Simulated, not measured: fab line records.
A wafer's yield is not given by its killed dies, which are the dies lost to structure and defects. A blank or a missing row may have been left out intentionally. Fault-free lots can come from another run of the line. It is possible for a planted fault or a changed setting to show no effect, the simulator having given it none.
8D (eight disciplines) problem report, filled in by code / flow gf180mcu / the parts of the form that need people (team, actions taken, sign-off) are left out

## 1. THE PROBLEM
V3_CVD_02_THK at GF_V3_THK_MEAS_03 reads a mean of 770 nm on 2 wafers of 1 lot; wafers without a fault read 852 nm with a standard deviation of 12. Relative to the usual mean, that is a shift of -6.9 standard deviations.
First observed at day 25 15:50: wafer L169.3, on film metro-02. Wafers with a number at this step in the record: 33, from 11 lots. By rule, "out" or "out of limits" means more than 4 standard deviations away from the usual mean. All remaining wafers that have a number are taken as sound.

## 2. WHAT THIS IS AND IS NOT
question=which readings at this step | is=V3_CVD_02_THK | is not=-
question=which lots | is=L169 | is not=L158, L159, L161, L163, L173, L174, L176, L178, L180, L181
question=which wafers of those lots | is=L169.3, L169.6 | is not=L169.1
question=read on which gauges | is=film metro-02 | is not=film metro-01, film metro-03
question=when | is=from day 25 15:50 | is not=up to then (13 sound wafers); but 18 sound wafers of L173, L174, L176, L178, L180, L181 came after

## 3. SUSPECTS, AND WHAT RULES EACH OUT
Counting: if a tool at a process step up to the reading ran every lot that is out, it stays a suspect. Sound lots after the first of them don't rule it out here, since some wafers of a struck lot are sound.
- the gauge at GF_V3_THK_MEAS_03 is ruled out. All the wafers that are out were read on film metro-02, but those of them that GF_V3_CVD_02 has rows for are out there too, on other tools.
- pvd sputter-01 at GF_V2_SPUTTER_22 (material TiN, target thk 10 nm, time 40 s): kept. It ran the lot that is out, L169 (day 24 16:43).
- pvd sputter-01 at GF_M3_SPUTTER_00 (material Ti, target thk 37.5 nm, time 150 s): kept. It ran the lot that is out, L169 (day 24 17:22); its last sound lot up to then is L163 (day 22 19:22).
- pecvd-01 at GF_V3_CVD_02 (deposits SiO2 from TEOS, target thk 850 nm, time 94.851 s): kept. It ran the lot that is out, L169 (day 25 15:46); its last sound lot up to then is L159 (day 21 15:49). On those wafers its own readings are out: run length s.
- At GF_V3_CVD_02 on pecvd-01, chamber 2 took the sound wafers of the same lots and chamber 0 took the wafers that are out.
After the count, these remain: pvd sputter-01 at GF_V2_SPUTTER_22, pvd sputter-01 at GF_M3_SPUTTER_00 and pecvd-01 at GF_V3_CVD_02.

## 4. THE CAUSE (what the simulator had put in)
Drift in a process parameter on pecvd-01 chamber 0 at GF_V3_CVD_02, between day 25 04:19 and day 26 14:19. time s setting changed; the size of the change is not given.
Counting left 3 suspects, and this tool is among them.

## 5. THE EFFECT CHAIN, in route order
Each row: a reading where the mean over the struck wafers with a number is more than 3 standard deviations away from the usual. Only readings whose record carries a usual standard deviation are examined. hours: median over the lots of the time between each lot's start at the first step of this table that gives one and its start at this step. sigmas: the change, counted in usual standard deviations.
hours=0; step=GF_V3_CVD_02; reading=run length s; usual=122.6 s; on struck wafers=115.2; change=-7.3; sigmas=-13
hours=0; step=GF_V3_THK_MEAS_03; reading=V3_CVD_02_THK; usual=852 nm; on struck wafers=770; change=-82; sigmas=-6.9
hours=0; step=GF_V3_CMP_04; reading=time to endpoint s; usual=81 s; on struck wafers=49; change=-32; sigmas=-5.3
Here are the process steps it includes:
- GF_V3_CVD_02: deposits SiO2 from TEOS, target thk 850 nm, time 94.851 s.
- GF_V3_CMP_04: polishes SiO2.

## 6. HOW IT WOULD HAVE BEEN CAUGHT EARLIER
The first out-of-limits reading at a measuring or inspecting step in this record came at day 25 15:50, 12 hours after the fault's start at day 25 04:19.
At GF_V3_CVD_02, the tool's own readings (run length s) were out on each struck wafer the step has a row for, so an alarm limit on them would have fired on the first such wafer.
Each of the lots that are out, 1 in all, had begun GF_V3_CVD_02 on pecvd-01 no later than day 25 15:50. Had the tool been put on hold then, not one of them would have been saved.
